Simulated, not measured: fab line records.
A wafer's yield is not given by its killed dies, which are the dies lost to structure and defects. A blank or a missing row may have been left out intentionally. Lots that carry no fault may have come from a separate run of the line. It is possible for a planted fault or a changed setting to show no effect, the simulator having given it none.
2 desks, one fault    flow sky130    each desk has only its own numbers; what lay behind them comes last

THE METROLOGY DESK
Means of the sampled wafers that have a number, per lot and without regard to the tool the lot ran on: this is what the gauges read. A lot is out of limits, marked OUT, if its mean lies more than 4 standard deviations from the usual mean; the brackets give that distance.
Columns: A = VT_ADJUST_NCORE_OVL at SKY_VT_ADJUST_NCORE_OVL_MEAS_08, usual -0.8 nm
lot   first seen here  A
L415  day 9 04:44      -1.9
L419  day 9 23:13      -1.0
L420  day 10 08:44     -1.4
L421  day 10 13:35     -0.4
L422  day 10 16:50     -0.2
L423  day 11 06:28     -0.9
L425  day 11 14:05     -0.1
L427  day 12 01:56     -1.2
L430  day 13 00:40     -1.0
L436  day 14 21:50     -1.2
L437  day 15 01:35     -2.5
L438  day 15 05:44     -0.6
This desk's finding: nothing out of limits on any of the 12 lots.

FOR THE TOOL OWNER'S DESK: implanter-02
The tool's own readings at SKY_LDD_N_IMPLANT_15, given as means over the sampled wafers that have a number, one for each lot that went through this tool. A lot is out of limits, marked OUT, if its mean lies more than 4 standard deviations from the usual mean; the brackets give that distance.
Columns: A = beam on s at SKY_LDD_N_IMPLANT_15, usual 10.00 s; B = faraday current uA at SKY_LDD_N_IMPLANT_15, usual 28.2; C = rotation deg at SKY_LDD_N_IMPLANT_15, usual 270.01 degrees
lot   first seen here  A                B               C
L419  day 19 17:53     10.13            27.8            270.00
L421  day 20 08:36     9.94             28.4            270.01
L423  day 21 11:18     10.11            28.0            270.02
L430  day 23 07:04     10.08            28.0            270.02
L436  day 25 07:31     12.71 (+14) OUT  22.3 (-11) OUT  269.99
L437  day 25 16:29     12.75 (+14) OUT  22.1 (-11) OUT  270.00
Finding of this desk: L436, L437 out of limits; the first was L436 at day 25 07:31, on beam on s at SKY_LDD_N_IMPLANT_15. In limits: L419, L421, L423, L430.

TAKEN TOGETHER
The tool owner's desk could have raised an alarm at day 25 07:31, on L436, L437.
Metrology desk: nothing out of limits seen.
The metrology desk holds a record of L436, L437, inside its limits.
On implanter-02, each named lot ran SKY_LDD_N_IMPLANT_15.

WHAT WAS PUT IN BY THE SIMULATOR
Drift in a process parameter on implanter-02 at SKY_LDD_N_IMPLANT_15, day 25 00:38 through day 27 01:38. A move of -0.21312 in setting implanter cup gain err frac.
Lots struck among those shown: L436, L437.
Each desk's first reading out of limits, in hours after the fault started: the tool owner's desk, 7.
